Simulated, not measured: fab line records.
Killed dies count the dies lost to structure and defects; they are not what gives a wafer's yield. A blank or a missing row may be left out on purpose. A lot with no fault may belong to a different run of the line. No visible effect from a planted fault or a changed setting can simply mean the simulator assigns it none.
fab line records | flow sky130
record: lots: 6 wafers: 18 last-day: 50
route steps=708 shown NWELL@82 PWDE@84 VT_ADJUST_HVTP@85 VT_ADJUST_LVTN@97 PAD_OPEN@708
lots that met no fault: taken from a fault-free run of the same line
start-h: hours from the record's first day to the start of the lot's first wafer shown | wait-h: time in hours since the lot's previous step | " the same as in the row above | L1.1+2: a single row standing in for several wafers | - value missing, or start not given | * or withheld: withheld | < > ~ a bound
route shown NAME@n: a module of which the file shows steps, and the number in the route of the first | usual: average and standard deviation across the fault-free wafers | same: alike in all rows | chamber/n: place in a boat | sites: the reading at each site | _std_site: standard deviation of those values | _edge_site: the outer-site mean with the inner-site mean subtracted | radius-mm: how far each site lies from the wafer's centre | mask NAME#n: copy n | behind: the most recent tool/chamber to have shaped the wafer | hold: why the lot went on hold/how many hours it stayed there/how the hold came to an end | device: transistor that didn't switch, given as n, p or np | end of line: the route-end tests of the same wafers | where a step has no rows: the recipe by itself | killed: dies that structure and defects cost at the first sort, which is not the same as the wafer's yield | map: shows each die of a wafer: x if killed, . if not, _ if none is there
set.NAME: the setting the step ran with; set.NAME@STEP: the setting that earlier step ran with | model.NAME: the simulator's own value behind a step, which no gauge read
a table for each step, a row for each wafer; lots at some steps of the route
services: the hour from which a tool's chamber was out of use, counted from the record's first day as start-h (under 0 if before that day), plus the number of hours and why
== steps ==
step: SKY_NWELL_RS_MEAS_29
recipe: thk-meas-gauge: four-point-probe
usual: NWELL_RS: 625.7/1.5
columns lot.wafer tool chamber start-h wait-h NWELL_RS[ohm/sq]
L930.2 film-metro-01 - 142.56 0.1 624.2
L930.3 " - " " 622.7
L930.6 " - " " 624.9
L933.2 film-metro-01 - 161.82 0.1 625.8
L933.3 " - " " 626.1
L933.4 " - " " 626.0
L934.2 film-metro-04 - 168.62 0.1 626.0
L934.5 " - " " 624.9
L934.6 " - " " 625.1
L941.2 film-metro-04 - 211.41 0.1 624.6
L941.3 " - " " 623.3
L941.4 " - " " 624.2
L945.1 film-metro-04 - 234.09 0.1 627.0
L945.3 " - " " 627.2
L945.6 " - " " 626.7
L946.4 film-metro-03 - 238.45 0.1 625.1
L946.5 " - " " 625.6
L946.6 " - " " 626.0
step: SKY_NWELL_RS_MEAS_31
recipe: thk-meas-gauge: four-point-probe
usual: PWDE_RS: 5277/16
columns lot.wafer tool chamber start-h wait-h PWDE_RS[ohm/sq]
L930.2 film-metro-01 - 142.80 0.1 5300
L930.3 " - " " 5293
L930.6 " - " " 5268
L933.2 film-metro-01 - 162.06 0.1 5264
L933.3 " - " " 5272
L933.4 " - " " 5249
L934.2 film-metro-04 - 168.86 0.1 5286
L934.5 " - " " 5296
L934.6 " - " " 5278
L941.2 film-metro-04 - 211.65 0.1 5286
L941.3 " - " " 5282
L941.4 " - " " 5274
L945.1 film-metro-04 - 234.33 0.1 5283
L945.3 " - " " 5281
L945.6 " - " " 5271
L946.4 film-metro-03 - 238.69 0.1 5270
L946.5 " - " " 5276
L946.6 " - " " 5257
step: SKY_VT_ADJUST_HVTP_DEHYDRATE_00
recipe: temp-c: 200 time-s: 60
step: SKY_VT_ADJUST_HVTP_HMDS_01
recipe: prime-time-s: 60 prime-temp-c: 120
step: SKY_VT_ADJUST_HVTP_COAT_02
recipe: resist: NOVOLAK spin-rpm: 3000 resist-thk-nm: 1140
step: SKY_VT_ADJUST_HVTP_SOFTBAKE_03
recipe: temp-c: 90 time-s: 60 resist: NOVOLAK
step: SKY_VT_ADJUST_HVTP_EXPOSE_04
recipe: mask-id: HVTPM na: 0.6 source-shape: conventional sigma-outer: 0.6 polarization: unpolarized target-cd-nm: 380 dose-mj: 140
step: SKY_VT_ADJUST_HVTP_PEB_05
recipe: temp-c: withheld time-s: * resist: NOVOLAK
step: SKY_VT_ADJUST_HVTP_DEVELOP_06
recipe: resist: NOVOLAK developer: TMAH develop-time-s: 60 dev-temp-c: 23
step: SKY_VT_ADJUST_HVTP_CD_MEAS_07
recipe: target-cd-nm: 380
usual: cd-nm: 379.5/2
columns lot.wafer tool chamber start-h wait-h cd-nm
L930.2 cd-sem-01 - 163.11 0.2 377.1
L930.3 " - " " 377.5
L930.6 " - " " 376.8
L933.2 cd-sem-01 - 183.41 0.1 379.2
L933.3 " - " " 378.5
L933.4 " - " " 377.9
L934.2 cd-sem-01 - 189.27 0.1 381.2
L934.5 " - " " 380.0
L934.6 " - " " 381.9
L941.2 cd-sem-02 - 234.27 0.1 379.3
L941.3 " - " " 381.5
L941.4 " - " " 380.2
L945.1 cd-sem-01 - 257.09 0.1 379.9
L945.3 " - " " 383.3
L945.6 " - " " 384.4
L946.4 cd-sem-02 - 261.76 0.1 378.2
L946.5 " - " " 380.8
L946.6 " - " " 377.7
step: SKY_VT_ADJUST_HVTP_OVL_MEAS_08
usual: VT_ADJUST_HVTP_OVL: 0.2/1.1
columns lot.wafer tool chamber start-h wait-h VT_ADJUST_HVTP_OVL[nm]
L930.2 overlay-02 - 163.21 0.1 1.2
L930.3 " - " " 0.6
L930.6 " - " " 0.8
L933.2 overlay-02 - 183.52 0.1 -0.9
L933.3 " - " " 0.2
L933.4 " - " " 0.6
L934.2 overlay-01 - 189.37 0.1 -1.2
L934.5 " - " " -1.5
L934.6 " - " " -1.8
L941.2 overlay-02 - 234.37 0.1 -1.9
L941.3 " - " " -0.4
L941.4 " - " " -1.2
L945.1 overlay-02 - 257.21 0.1 0.2
L945.3 " - " " 1.9
L945.6 " - " " 1.0
L946.4 overlay-02 - 261.84 0.1 1.2
L946.5 " - " " 1.6
L946.6 " - " " -0.2
step: SKY_VT_ADJUST_HVTP_IMPLANT_09
recipe: species: As energy-kev: 150 dose-cm2: 4.3e+12 tilt-deg: withheld
usual: beam-energy-keV: 150.00/0.048 dose-ions-cm2: 4.299e+12/5e+09 faraday-current-uA: 24.2/0.46
columns lot.wafer tool chamber start-h wait-h beam-energy-keV dose-ions-cm2 faraday-current-uA model.implant.rp-nm model.implant.drp-nm
L930.2 implanter-01 0 163.27 0.0 150.00 4.296e+12 23.7 81.17 33.4
L930.3 " 0 " " 150.00 4.291e+12 24.4 81.17 33.4
L930.6 " 0 " " 149.94 4.299e+12 23.7 81.17 33.4
L933.2 implanter-01 0 183.57 0.0 135.91 4.298e+12 23.7 75.48 30.87
L933.3 " 0 " " 135.87 4.289e+12 23.6 75.48 30.87
L933.4 " 0 " " 135.91 4.298e+12 24.4 75.48 30.87
L934.2 implanter-01 0 189.43 0.0 135.86 4.296e+12 24.5 79 30.87
L934.5 " 0 " " 135.94 4.298e+12 23.7 79 30.87
L934.6 " 0 " " 135.93 4.304e+12 24.5 79 30.87
L941.2 implanter-03 0 234.43 0.0 150.03 4.294e+12 23.2 84.38 33.4
L941.3 " 0 " " 149.99 4.295e+12 23.9 84.38 33.4
L941.4 " 0 " " 150.03 4.305e+12 24.5 84.38 33.4
L945.1 implanter-03 0 257.25 0.0 150.04 4.293e+12 23.2 82.99 33.4
L945.3 " 0 " " 149.96 4.3e+12 24.6 82.99 33.4
L945.6 " 0 " " 150.05 4.292e+12 24.1 82.99 33.4
L946.4 implanter-01 0 261.93 0.1 149.97 4.302e+12 24.2 83.64 33.4
L946.5 " 0 " " 149.90 4.298e+12 24.5 83.64 33.4
L946.6 " 0 " " 149.99 4.308e+12 24.8 83.64 33.4
step: SKY_VT_ADJUST_HVTP_STRIP_10
recipe: chemistry: O2/N2 power-w: 1400 pressure-mtorr: 1500 platen-temp-c: withheld o2-flow-sccm: 3000 n2-flow-sccm: 300 overash-fraction: 0.5
usual: drypump-motor-current-A: 5.47/0.2 o2-flow-sccm: 2999/8.7 oes-product-au: 0.715/0.0044 strip-time-to-endpoint-s: 14.19/0.037
columns lot.wafer tool chamber start-h wait-h drypump-motor-current-A o2-flow-sccm oes-product-au rf-hours-counter-h strip-time-to-endpoint-s
L930.2 plasma-asher-03 0 163.39 0.1 5.31 3000 0.711 46 14.18
L930.3 " 0 " " 5.29 2982 0.714 - 14.23
L930.6 " 1 " " 5.68 2997 0.720 - 14.13
L933.2 plasma-asher-03 0 183.70 0.1 5.28 3009 0.722 48 14.24
L933.3 " 1 " " 5.70 3009 0.712 - 14.23
L933.4 " 0 " " 5.30 3003 0.717 - 14.23
L934.2 plasma-asher-01 0 189.55 0.1 5.52 3011 0.711 7 14.20
L934.5 " 1 " " 5.45 3005 0.717 - 14.21
L934.6 " 0 " " 5.51 3005 0.722 - 14.17
L941.2 plasma-asher-03 1 234.55 0.1 5.70 2993 0.719 52 14.18
L941.3 " 1 " " 5.68 2999 0.716 - 14.14
L941.4 " 0 " " 5.30 3005 0.710 - 14.16
L945.1 plasma-asher-01 1 257.40 0.1 5.43 3002 0.714 14 14.23
L945.3 " 0 " " 5.51 3000 0.721 - 14.22
L945.6 " 0 " " 5.54 3006 0.718 - 14.12
L946.4 plasma-asher-03 1 262.04 0.1 5.68 2988 0.712 - 14.20
L946.5 " 0 " " 5.30 2998 0.724 - 14.19
L946.6 " 1 " " 5.71 2993 0.718 - 14.22
step: SKY_VT_ADJUST_HVTP_TW_MEAS_11
usual: VT_ADJUST_HVTP_TW: 1358/6.1
columns lot.wafer tool chamber start-h wait-h VT_ADJUST_HVTP_TW
L930.2 film-metro-04 - 163.50 0.1 1361
L930.3 " - " " 1355
L930.6 " - " " 1356
L933.2 film-metro-04 - 183.81 0.1 1325
L933.3 " - " " 1332
L933.4 " - " " 1328
L934.2 film-metro-03 - 189.66 0.1 1325
L934.5 " - " " 1339
L934.6 " - " " 1318
L941.2 film-metro-04 - 234.66 0.1 1360
L941.3 " - " " 1369
L941.4 " - " " 1365
L945.1 film-metro-04 - 257.50 0.1 1364
L945.3 " - " " 1362
L945.6 " - " " 1368
L946.4 film-metro-02 - 262.13 0.1 1358
L946.5 " - " " 1355
L946.6 " - " " 1361
step: SKY_VT_ADJUST_LVTN_DEHYDRATE_00
recipe: temp-c: 200 time-s: 60
step: SKY_PAD_OPEN_PROBE_99
usual: killed_at_M0_to_M3: 45/6.9 killed_at_M4_up: 3.1/1.7 killed-at-contacts: 24/5.7 killed-at-front-end: 15/4.6 killed-at-other: 0.3/0.57 killed-dies: 87/10 killed-open: 48/7.4 killed-short: 39/6.7
same: gross-dies: 492 killed-at-back-side: 0
columns lot.wafer tool chamber start-h wait-h killed_at_M0_to_M3 killed_at_M4_up killed-at-contacts killed-at-front-end killed-at-other killed-dies killed-open killed-short model.etest.tip-p.rs-ohm-sq model.etest.pfet_01v8.r-on-ohm-um model.etest.pfet_01v8.drive-ua-um model.etest.pfet_01v8_mvt.drive-ua-um model.etest.pfet_01v8_hvt.drive-ua-um model.etest.sram-pfet-latch.drive-ua-um model.etest.pfet_01v8_mvt.off-log10-a-um model.etest.pfet_01v8.off-log10-a-um
L930.2 prober-01 - 1118.82 0.1 52 3 15 12 0 82 40 42 6872 2977 185.5 148.9 137.9 141.5 -11.16 -10.37
L930.3 prober-01 - 1118.87 0.2 37 1 19 8 0 65 38 27 6847 2997 185.6 148.1 137.9 134.9 -11.03 -10.04
L930.6 prober-01 - 1119.02 0.2 46 2 24 11 0 83 43 40 6771 3086 181.9 146 134.6 135.3 -11.17 -10.47
L933.2 prober-02 - 1139.90 0.1 31 2 17 18 0 68 40 28 7216 3126 173.6 136.7 128.7 127.2 -12.27 -11.3
L933.3 prober-02 - 1139.95 0.2 45 3 28 15 0 91 55 36 7192 3105 176 137.8 130.4 130.9 -12.12 -11.14
L933.4 prober-02 - 1140.00 0.2 38 3 23 10 1 75 43 32 7144 3147 173.4 136.2 128 126.3 -12.39 -11.49
L934.2 prober-01 - 1144.97 0.1 42 0 23 8 0 73 39 34 6955 2927 189.8 148.2 140 141.6 -11.32 -10.26
L934.5 prober-01 - 1145.12 0.2 43 2 25 12 0 82 45 37 6970 2898 191.6 150 145.1 140.3 -11.25 -9.892
L934.6 prober-01 - 1145.17 0.2 39 5 23 17 0 84 49 35 7006 2922 192.4 149.6 142.6 138.7 -11.25 -9.987
L941.2 prober-02 - 1177.62 0.1 44 3 16 20 0 83 40 43 6835 2850 193.8 151.9 144.6 145.3 -10.47 -9.475
L941.3 prober-02 - 1177.67 0.2 45 6 23 12 0 86 40 46 6869 2828 197.1 153.5 146.6 140.9 -10.47 -9.279
L941.4 prober-02 - 1177.72 0.2 53 1 19 13 0 86 51 35 6850 2774 203.9 154.9 152.7 153 -10.33 -8.979
L945.1 prober-02 - 1196.02 0.1 50 3 24 10 0 87 49 38 6872 2910 192.6 150.3 144 139.1 -10.76 -9.774
L945.3 prober-02 - 1196.12 0.2 49 3 23 17 0 92 57 34 6844 2876 195.3 153.1 144.6 146.2 -10.79 -9.589
L945.6 prober-02 - 1196.27 0.2 52 3 8 17 0 80 38 42 6829 2964 189.1 150.6 139.1 133.6 -10.87 -10.2
L946.4 prober-01 - 1197.72 0.2 36 3 26 10 0 75 35 40 6877 2875 193.3 151.5 143.8 142.2 -10.6 -9.621
L946.5 prober-01 - 1197.77 0.2 43 4 28 6 0 81 45 36 6896 2956 189.9 149.3 141.3 138.9 -10.72 -9.87
L946.6 prober-01 - 1197.82 0.2 54 5 19 22 0 100 58 42 6862 2849 195.2 152 143.9 143.7 -10.43 -9.241
killed by level:class
L930.2 VIA1:geometric-particle:open=19 METAL2:geometric-particle:short=7 CONTACT:geometric-particle:short=6 METAL1:geometric-particle:short=5 VIA2:geometric-particle:open=5 VIA3:geometric-particle:open=4 VIA1:geometric-particle:short=3 POLY_GATE:geometric-particle:short=3
L930.3 CONTACT:geometric-particle:open=9 VIA2:geometric-particle:open=8 LI_CONTACT:geometric-particle:open=6 VIA1:geometric-particle:open=6 METAL2:geometric-particle:short=6 METAL1:geometric-particle:short=5 METAL3:geometric-particle:short=4 POLY_GATE:geometric-particle:short=3
L930.6 CONTACT:geometric-particle:open=12 VIA1:geometric-particle:short=9 VIA1:geometric-particle:open=9 METAL2:geometric-particle:short=7 METAL1:geometric-particle:short=6 VIA2:geometric-particle:open=6 VIA3:geometric-particle:open=6 CONTACT:geometric-particle:short=5
L933.2 VIA1:geometric-particle:open=8 CONTACT:geometric-particle:open=7 FIELD_ISO:geometric-particle:open=6 VIA3:geometric-particle:open=6 FIELD_ISO:geometric-particle:short=5 POLY_GATE:geometric-particle:short=5 METAL1:geometric-particle:short=5 LI_CONTACT:geometric-particle:open=4
L933.3 LI_CONTACT:geometric-particle:open=11 CONTACT:geometric-particle:open=10 METAL1:geometric-particle:short=9 VIA1:geometric-particle:open=9 POLY_GATE:geometric-particle:open=4 VIA3:geometric-particle:open=4 VIA1:geometric-particle:short=4 VIA2:geometric-particle:open=4
L933.4 CONTACT:geometric-particle:open=14 METAL1:geometric-particle:short=7 VIA2:geometric-particle:open=6 VIA1:geometric-particle:open=5 VIA3:geometric-particle:open=4 FIELD_ISO:geometric-particle:open=3 POLY_GATE:geometric-particle:short=3 LOCAL_INTERCONNECT:geometric-particle:short=3
L934.2 METAL2:geometric-particle:short=12 VIA1:geometric-particle:open=11 CONTACT:geometric-particle:open=10 LI_CONTACT:geometric-particle:open=5 VIA3:geometric-particle:open=5 LOCAL_INTERCONNECT:geometric-particle:short=4 FIELD_ISO:geometric-particle:open=3 POLY_GATE:geometric-particle:short=3
L934.5 CONTACT:geometric-particle:open=13 VIA1:geometric-particle:open=7 METAL2:geometric-particle:short=7 LI_CONTACT:geometric-particle:open=5 LOCAL_INTERCONNECT:geometric-particle:short=5 VIA1:geometric-particle:short=5 METAL3:geometric-particle:short=5 METAL1:geometric-particle:short=4
L934.6 VIA1:geometric-particle:open=12 CONTACT:geometric-particle:open=10 LI_CONTACT:geometric-particle:open=6 SPACER:geometric-particle:short=5 VIA1:geometric-particle:short=5 VIA3:geometric-particle:open=5 METAL4:geometric-particle:short=5 VIA2:geometric-particle:open=4
L941.2 VIA1:geometric-particle:open=14 LOCAL_INTERCONNECT:geometric-particle:short=9 POLY_GATE:geometric-particle:open=7 VIA1:geometric-particle:short=6 FIELD_ISO:geometric-particle:short=4 METAL1:geometric-particle:short=4 METAL2:geometric-particle:short=4 VIA3:geometric-particle:open=4
L941.3 CONTACT:geometric-particle:open=8 VIA3:geometric-particle:open=8 VIA1:geometric-particle:open=7 METAL1:geometric-particle:short=6 POLY_GATE:geometric-particle:short=6 VIA2:geometric-particle:open=6 LI_CONTACT:geometric-particle:open=5 LOCAL_INTERCONNECT:geometric-particle:short=5
L941.4 VIA1:geometric-particle:open=12 METAL1:geometric-particle:short=8 VIA2:geometric-particle:open=8 METAL2:geometric-particle:short=7 CONTACT:geometric-particle:open=6 VIA3:geometric-particle:open=6 POLY_GATE:geometric-particle:open=5 VIA3:geometric-particle:short=5
L945.1 LI_CONTACT:geometric-particle:open=10 METAL2:geometric-particle:short=10 VIA3:geometric-particle:open=8 CONTACT:geometric-particle:open=7 VIA1:geometric-particle:open=7 METAL1:geometric-particle:short=6 VIA2:geometric-particle:open=6 VIA1:geometric-particle:short=5
L945.3 VIA1:geometric-particle:open=13 VIA2:geometric-particle:open=10 LI_CONTACT:geometric-particle:open=8 CONTACT:geometric-particle:open=8 FIELD_ISO:geometric-particle:open=7 VIA3:geometric-particle:open=6 METAL1:geometric-particle:short=5 POLY_GATE:geometric-particle:short=4
L945.6 VIA1:geometric-particle:open=13 METAL2:geometric-particle:short=7 SPACER:geometric-particle:short=6 VIA3:geometric-particle:open=6 METAL1:geometric-particle:short=5 VIA3:geometric-particle:short=4 METAL3:geometric-particle:short=4 POLY_GATE:geometric-particle:short=3
L946.4 CONTACT:geometric-particle:open=8 LI_CONTACT:geometric-particle:open=6 CONTACT:geometric-particle:short=6 VIA1:geometric-particle:short=6 VIA2:geometric-particle:open=6 FIELD_ISO:geometric-particle:short=5 METAL2:geometric-particle:short=5 LI_CONTACT:geometric-particle:short=4
L946.5 VIA3:geometric-particle:open=10 VIA1:geometric-particle:open=9 CONTACT:geometric-particle:open=8 METAL2:geometric-particle:short=7 LI_CONTACT:geometric-particle:open=6 CONTACT:geometric-particle:short=6 LI_CONTACT:geometric-particle:short=5 FIELD_ISO:geometric-particle:open=4
L946.6 VIA1:geometric-particle:open=11 VIA3:geometric-particle:open=10 POLY_GATE:geometric-particle:open=9 METAL2:geometric-particle:short=8 VIA2:geometric-particle:open=7 CONTACT:geometric-particle:open=6 VIA2:geometric-particle:short=6 LOCAL_INTERCONNECT:geometric-particle:short=5
== services ==
columns tool chamber start-h hours kind
implanter-01 - 144.22 1.5 repair
plasma-asher-01 - 158.55 2.8 pm
implanter-01 - 171.32 3.0 repair
plasma-asher-03 - 183.84 3.5 repair
plasma-asher-03 - 187.78 1.6 repair
implanter-03 - 219.86 2.3 repair
implanter-03 - 226.80 3.2 pm
== key ==
first-sign: step: SKY_VT_ADJUST_HVTP_IMPLANT_09 reading: beam-energy-keV direction: down sigmas: 99+ usual: * struck: *
effect: step: SKY_VT_ADJUST_HVTP_TW_MEAS_11 reading: VT_ADJUST_HVTP_TW direction: down sigmas: 4.9 usual: 1358 struck: 1328
model-effect: step: SKY_VT_ADJUST_HVTP_IMPLANT_09 value: implant.rp-nm without: 84.81 struck: 77.24
model-effect: step: SKY_PAD_OPEN_PROBE_99 value: etest.tip-p.rs-ohm-sq without: 6777 struck: 7081
met-at SKY_VT_ADJUST_HVTP_IMPLANT_09
struck-wafers L933.2,L933.3,L933.4,L934.2,L934.5,L934.6
tester-left-out L933,L934
onset-between 163.27 183.57
fault: kind: process-parameter-drift tool: implanter-01 chamber: - onset-h: 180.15 steps: SKY_VT_ADJUST_HVTP_IMPLANT_09 channel: energy-kev offset: * shape: step end-h: 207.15 acts-in: * stated: *
tester-left-out: of these lots the tester's yield and bins aren't shown, on N5 and GAA mostly nor the transistor test; their killed dies are dies lost to structure and defects alone, not to doping, threshold or leakage, so they don't give the yield
